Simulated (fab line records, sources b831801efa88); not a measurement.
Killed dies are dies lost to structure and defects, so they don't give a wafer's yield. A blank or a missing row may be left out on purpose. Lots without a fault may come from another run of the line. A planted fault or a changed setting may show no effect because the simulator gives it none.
A struck lot beside a sound one | flow sky130 | 16 steps out of a route of 708
Sound: wafers L913.2, L913.3, L913.6. Struck: wafer L922.6. (L922.4 of the same lot was not struck and is left out.) The cause comes at the end.
At each step with rows: each side's tool, then ch and its chambers, then its first start. Under that, the readings that differ: sound wafers | struck wafers | difference of the means | sigmas: that difference in standard deviations of wafers without a fault.
alike: readings whose means differ by less than 2 such deviations, and words and numbers that are the same on both sides. not compared: withheld readings, readings that some wafer has no value for, bounds like >300 that may hide the same value, and numbers for which the record gives no deviation and whose values overlap.
The two part at a step that has a row with sigmas, a row that says differs or no value, or rows on one side only. Numbers that don't overlap but have no deviation are shown without sigmas and don't part them. A reading that every wafer of one side lacks parts them only if that side has two wafers or more.

first, 2 steps without rows for these wafers: SKY_METAL4_PEB_11; SKY_METAL4_DEVELOP_12 (develop time 60 s).
SKY_METAL4_CD_MEAS_13: target cd 300 nm.
  sound on cd_sem-01, day 43 19:10; struck on cd_sem-01, day 45 23:24
  reading    | sound             | struck | difference | sigmas
  cd_nm (nm) | 300.6 299.8 299.2 | 304.4  | +4.5       | +3
SKY_METAL4_OVL_MEAS_14:
  sound on overlay-01, day 43 19:16; struck on overlay-02, day 45 23:29
  alike: METAL4_OVL
SKY_METAL4_DESCUM_15: chemistry O2, time 8 s.
  sound on rie_metal-04 ch 0,1, day 43 19:18; struck on rie_metal-01 ch 0, day 45 23:31
  reading               | sound             | struck | difference | sigmas
  oes_product_au (a.u.) | 1.029 1.031 1.024 | 0.999  | -0.029     | -2
  alike: drypump_motor_current_A
  not compared: rf_hours_counter_h
SKY_METAL4_ETCH_16: etches BARC in N2/H2, stops on SiO2, time 88.2 s, target depth 60 nm.
  sound on rie_metal-04 ch 0,1, day 43 19:20; struck on rie_metal-01 ch 0, day 45 23:34
  alike: drypump_motor_current_A, oes_product_au, throttle_valve_pct
  not compared: rf_hours_counter_h
SKY_METAL4_ETCH_17: etches SiO2 in C4F8/O2/Ar, stops on TiN, time 3.9 s, target depth 15 nm.
  sound on rie_diel-04 ch 1,2, day 43 19:26; struck on rie_diel-01 ch 2, day 45 23:38
  reading               | sound             | struck | difference | sigmas
  oes_product_au (a.u.) | 0.744 0.740 0.759 | 0.765  | +0.017     | +2
  not compared: rf_hours_counter_h
SKY_METAL4_METAL_ETCH_18: etches the open film in Cl2/BCl3, stops on SiO2, target depth 845 nm, time 183.1 s.
  sound on rie_metal-02 ch 0, day 43 19:31; struck on rie_metal-02 ch 1, day 45 23:43
  alike: drypump_motor_current_A, oes_product_au, throttle_valve_pct
  not compared: rf_hours_counter_h
SKY_METAL4_STRIP_19: strips in O2/N2.
  sound on plasma_asher-04 ch 0,1, day 43 19:49; struck on plasma_asher-01 ch 0, day 45 23:52
  alike: drypump_motor_current_A, oes_product_au, strip_time_to_endpoint_s
  not compared: rf_hours_counter_h
then, 3 steps without rows for these wafers: SKY_METAL4_STRIP_20 (strips in post etch residue remover, time 1200 s); SKY_METAL4_CLEAN_21 (cleans in IPA, time 180 s); SKY_METAL4_CLEAN_22 (cleans in O3/DIW).
SKY_VIA4_HDPCVD_00: deposits SiO2, target thk 1750 nm, time 291.7 s.
  sound on hdpcvd-02 ch 0,2, day 43 20:25; struck on hdpcvd-02 ch 2, day 46 00:31
  reading                                  | sound             | struck | difference | sigmas
  sih4_flow_sccm (sccm)                    | 59.53 59.79 59.59 | 60.38  | +0.74      | +4
  model.SiO2_of_VIA4_HDPCVD_00.thk_nm (nm) | 1760 1756 1765    | 1414   | -346       |
SKY_VIA4_THK_MEAS_01:
  sound on film_metro-01, day 43 20:35; struck on film_metro-03, day 46 00:38
  reading              | sound          | struck | difference | sigmas
  VIA4_HDPCVD_THK (nm) | 1762 1756 1764 | 1413   | -348       | -10
then, 1 step without rows for these wafers: SKY_VIA4_CMP_02 (polishes SiO2).
-- the record jumps here: 3 days lie between the struck wafers' starts before and after (it left off in module VIA4 and takes up again in module PAD_OPEN, whose first step shown is number 708 of the route) --
SKY_PAD_OPEN_PROBE_99:
  the record has rows for the struck wafers here (prober-02, day 49 12:19) and none for the sound ones

WHERE THEY PART
First at SKY_METAL4_CD_MEAS_13; last, within this record, at SKY_PAD_OPEN_PROBE_99.

WHY: what the simulator had put in
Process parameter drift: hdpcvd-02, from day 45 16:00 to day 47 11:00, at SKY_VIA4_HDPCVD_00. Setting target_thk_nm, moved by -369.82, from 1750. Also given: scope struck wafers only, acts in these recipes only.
